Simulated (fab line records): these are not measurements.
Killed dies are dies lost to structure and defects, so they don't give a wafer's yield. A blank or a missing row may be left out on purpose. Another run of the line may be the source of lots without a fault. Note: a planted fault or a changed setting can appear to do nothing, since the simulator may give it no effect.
What tool caused it?	flow gf180mcu	12 lots with 36 wafers sampled at 3 steps, on a route of 602 steps

WHAT THE GAUGES SHOWED, per wafer
GF_HV_LDD_TW_MEAS_11.
lot	measured	on	HV_LDD_TW
L741	day 10 02:22	filmMetro-04	2450 2472 2466
L744	day 10 21:38	filmMetro-04	2465 2462 2466
L745	day 11 07:57	filmMetro-01	2419 2408 2407
L749	day 12 13:55	filmMetro-02	2395 2393 2415
L750	day 12 17:29	filmMetro-04	2439 2431 2426
L751	day 13 04:58	filmMetro-04	2446 2444 2449
L752	day 13 09:53	filmMetro-04	2423 2445 2445
L753	day 14 00:08	filmMetro-04	2456 2445 2439
L758	day 15 08:25	filmMetro-02	2403 2413 2417
L759	day 15 17:38	filmMetro-04	2347 2344 2355
L760	day 16 03:13	filmMetro-01	2433 2421 2437
L761	day 16 08:02	filmMetro-01	2328 2334 2316

GF_HV_LDD_RS_MEAS_53: uses a four-point probe to measure.
lot	measured	on	HV_LDD_RS (ohm/sq)
L741	day 12 10:26	filmMetro-01	417.5 418.8 417.8
L744	day 13 08:10	filmMetro-01	418.5 419.3 419.4
L745	day 13 20:02	filmMetro-02	418.5 417.4 417.2
L749	day 15 03:52	filmMetro-02	417.4 417.5 416.6
L750	day 15 06:38	filmMetro-02	419.7 418.1 419.0
L751	day 15 18:27	filmMetro-04	419.2 418.1 417.7
L752	day 15 23:53	filmMetro-04	419.8 420.0 419.2
L753	day 16 17:08	filmMetro-04	419.7 419.3 418.3
L758	day 18 04:32	filmMetro-01	417.8 419.5 419.2
L759	day 18 15:23	filmMetro-01	446.0 445.7 446.3
L760	day 19 02:58	filmMetro-02	417.7 417.4 415.8
L761	day 19 06:17	filmMetro-04	447.4 447.6 446.7

WHICH TOOL RAN EACH LOT (tool, then ch and the chambers of the sampled wafers, then the start)
lot	GF_HV_LDD_IMPLANT_09
L741	implanter-03 ch 0, day 10 02:07
L744	implanter-03 ch 0, day 10 21:26
L745	implanter-04 ch 0, day 11 07:42
L749	implanter-04 ch 0, day 12 13:40
L750	implanter-03 ch 0, day 12 17:14
L751	implanter-04 ch 0, day 13 04:44
L752	implanter-03 ch 0, day 13 09:40
L753	implanter-04 ch 0, day 13 23:56
L758	implanter-01 ch 0, day 15 08:10
L759	implanter-03 ch 0, day 15 17:25
L760	implanter-01 ch 0, day 16 02:59
L761	implanter-03 ch 0, day 16 07:47
- GF_HV_LDD_IMPLANT_09

WHAT THE TOOLS THEMSELVES READ (means of the sampled wafers that have a number; where no wafer has one, the mark that the record gives instead)
GF_HV_LDD_IMPLANT_09.
lot	tool	doseIonsCm2	faradayCurrentUA
L741	implanter-03	1e+14	557
L744	implanter-03	1e+14	561
L745	implanter-04	1e+14	564
L749	implanter-04	1e+14	572
L750	implanter-03	1e+14	566
L751	implanter-04	1e+14	556
L752	implanter-03	1e+14	558
L753	implanter-04	1e+14	563
L758	implanter-01	1e+14	562
L759	implanter-03	9e+13	495
L760	implanter-01	1e+14	558
L761	implanter-03	9e+13	484

THE ANSWER, worked out from the rows above alone
Rule: what is usual is taken from the lots themselves. The widest of any qualifying gaps counts: lots, ordered by their means at a reading, are off when they make up no more than a third of the lots, leave a main group of 4 or more, and stand apart from it by 3 or more times the standard deviation of that group's means. If all means in a main group match to the digits the tables above print for the reading, that group is not used. A lot without any number at a reading at which 4 lots or more have one is off too. Any other lot the step has rows for is counted as sound. First the gauges in route order, then the tools' own readings, where a lot's mean is used as printed above. At the first step where some lot is off, the reading lying furthest off is the one used; lots without a number count as furthest.
Off: L759, L761, seen at GF_HV_LDD_RS_MEAS_53 (HV_LDD_RS). For the main group the mean is 418.4 ohm/sq and the standard deviation 0.85.
A tool fits if, at a process step before that reading, it ran every lot that is off, and no sound lot after the first of them. Not tried: the gauges at GF_HV_LDD_RS_MEAS_53; whatever is off there is also off at GF_HV_LDD_IMPLANT_09, on other tools, and gauge error can't account for it. One fits: implanter-03 at GF_HV_LDD_IMPLANT_09. Its last sound lot is L752 (day 13 09:40), its first lot that is off L759 (day 15 17:25): a fault that began between those two fits.
The tool's own readings at GF_HV_LDD_IMPLANT_09 bear it out: on the lots that are off they differ by more than 5 times the standard deviation of the sound lots' means. doseIonsCm2 reads 9e+13 there against 1e+14 on the sound lots; faradayCurrentUA reads 490 there against 562 on the sound lots.

WHAT THE SIMULATOR HAD INSERTED
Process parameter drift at GF_HV_LDD_IMPLANT_09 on implanter-03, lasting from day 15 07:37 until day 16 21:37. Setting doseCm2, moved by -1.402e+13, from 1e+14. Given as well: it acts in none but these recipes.
Lots struck among those shown: L759, L761. The rule above reached the same finding.
